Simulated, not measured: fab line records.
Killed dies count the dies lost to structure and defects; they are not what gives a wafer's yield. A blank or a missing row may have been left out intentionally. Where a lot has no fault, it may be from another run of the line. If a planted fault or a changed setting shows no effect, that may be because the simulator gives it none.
Chamber matching    flow sky130    4 sister chambers for SKY_POLY_CUT_ETCH_10 on rie diel-01
The step etches BARC in N2/H2, stops on SiO2, time 45.9 s, target depth 60 nm. 7 wafers are shown with their chamber, then 7 later ones without.

== EACH WAFER AND ITS CHAMBER ==
wafer   chamber  drypump motor current A (A)  throttle valve pct (%)
L678.2  3        6.5                          13.223
L682.5  2        5.6                          13.222
L684.5  0        5.8                          13.214
L689.1  2        5.6                          13.231
L689.3  0        5.7                          13.234
L690.3  1        6.2                          13.234
L690.5  1        6.2                          13.217

== WAFERS WITHOUT THEIR CHAMBER ==
wafer   drypump motor current A (A)  throttle valve pct (%)
L690.6  5.6                          13.210
L695.3  6.1                          13.217
L695.5  6.2                          13.228
L695.6  5.8                          13.230
L696.1  6.2                          13.222
L696.4  5.8                          13.221
L696.5  5.8                          13.229

== WHICH CHAMBER EACH WENT THROUGH ==
wafer   from the rows above  in truth
L690.6  2                    2
L695.3  1                    1
L695.5  1                    1
L695.6  0                    0
L696.1  1                    1
L696.4  0                    0
L696.5  0                    0
Correct placement for 7 of the 7. Left unplaced by these rows: 0. Number placed wrongly: 0.
How it was worked out, from the rows above alone: a wafer's distance from a chamber is the root of the sum, over the readings, of the square of ((its reading less the chamber's mean) divided by the reading's scatter). The wafer belongs to the nearest chamber; if the next one is less than 2 further off, it can't be placed. A chamber's mean is the mean of its shown wafers. The scatter is the square root of a quotient: the sum, over the shown wafers, of each reading's squared deviation from its chamber's mean, divided by wafers minus chambers.
